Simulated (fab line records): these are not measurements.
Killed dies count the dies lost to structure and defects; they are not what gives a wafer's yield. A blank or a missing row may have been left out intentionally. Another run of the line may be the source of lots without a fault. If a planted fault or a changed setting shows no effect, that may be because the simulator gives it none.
Which tool was responsible? | flow gf180mcu | 30 wafers from 10 lots sampled at 3 of the route's 602 steps

## WHAT THE GAUGES READ, wafer by wafer
GF_V3_RS_MEAS_24: measurement is done with a four-point probe.
lot  | measured     | on            | V3_W_RS (ohm/sq)
L225 | day 23 06:05 | film-metro-02 | 0.329 0.329 0.332
L227 | day 23 19:28 | film-metro-02 | 0.328 0.329 0.330
L226 | day 24 01:16 | film-metro-02 | 0.331 0.332 0.329
L230 | day 25 02:13 | film-metro-02 | 0.331 0.334 0.329
L235 | day 26 14:38 | film-metro-03 | 0.404 0.409 0.403
L236 | day 26 20:12 | film-metro-01 | 0.400 0.322 0.400
L241 | day 28 11:11 | film-metro-01 | 0.330 0.332 0.329
L244 | day 29 02:44 | film-metro-02 | 0.326 0.328 0.328
L245 | day 29 10:34 | film-metro-03 | 0.334 0.333 0.333
L246 | day 29 17:59 | film-metro-02 | 0.329 0.331 0.330

## WHICH TOOL RAN EACH LOT (tool, then ch and the chambers of the sampled wafers, then the start)
lot  | GF_V2_CVD_23                  | GF_V3_CVD_23
L225 | cvd-w-02 ch 0,1, day 21 04:11 | cvd-w-02 ch 0,1, day 23 05:59
L227 | cvd-w-02 ch 1, day 21 18:59   | cvd-w-01 ch 0,1, day 23 19:20
L226 | cvd-w-02 ch 0,1, day 21 23:41 | cvd-w-01 ch 0,1, day 24 01:08
L230 | cvd-w-02 ch 0,1, day 23 02:33 | cvd-w-02 ch 0,1, day 25 02:07
L235 | cvd-w-01 ch 0,1, day 24 17:01 | cvd-w-01 ch 0, day 26 14:27
L236 | cvd-w-01 ch 0,1, day 24 23:01 | cvd-w-01 ch 0,1, day 26 20:05
L241 | cvd-w-02 ch 0,1, day 26 15:18 | cvd-w-02 ch 0,1, day 28 11:04
L244 | cvd-w-01 ch 0,1, day 27 07:21 | cvd-w-02 ch 0,1, day 29 02:36
L245 | cvd-w-02 ch 0, day 27 15:35   | cvd-w-02 ch 0, day 29 10:26
L246 | cvd-w-01 ch 0,1, day 28 00:17 | cvd-w-01 ch 0,1, day 29 17:53
- GF_V2_CVD_23: deposits W, target thk 350 nm, time 104.94 s.
- GF_V3_CVD_23: deposits W, target thk 350 nm, time 104.9 s.

## THE ANSWER, worked out from the rows above alone
Rule: what is usual is taken from the lots themselves. The widest of any qualifying gaps counts: lots, ordered by their means at a reading, are off when they make up no more than a third of the lots, leave a main group of 4 or more, and stand apart from it by 3 or more times the standard deviation of that group's means. A main group whose means are all the same, to the digits that the tables above print for the reading, isn't used. Also off: a lot with no number at a reading for which 4 or more lots have one. Any other lot the step has rows for is counted as sound.
Off: at GF_V3_RS_MEAS_24 (V3_W_RS), L235, L236. For the main group the mean is 0.330 ohm/sq and the standard deviation 0.0016.
A tool fits if, at a process step before that reading, it ran every lot that is off, and no sound lot after the first of them. Those tools and the gauges at GF_V3_RS_MEAS_24 are tried in the same way. Not one of the candidates tried fits.

## WHAT WAS PUT IN BY THE SIMULATOR
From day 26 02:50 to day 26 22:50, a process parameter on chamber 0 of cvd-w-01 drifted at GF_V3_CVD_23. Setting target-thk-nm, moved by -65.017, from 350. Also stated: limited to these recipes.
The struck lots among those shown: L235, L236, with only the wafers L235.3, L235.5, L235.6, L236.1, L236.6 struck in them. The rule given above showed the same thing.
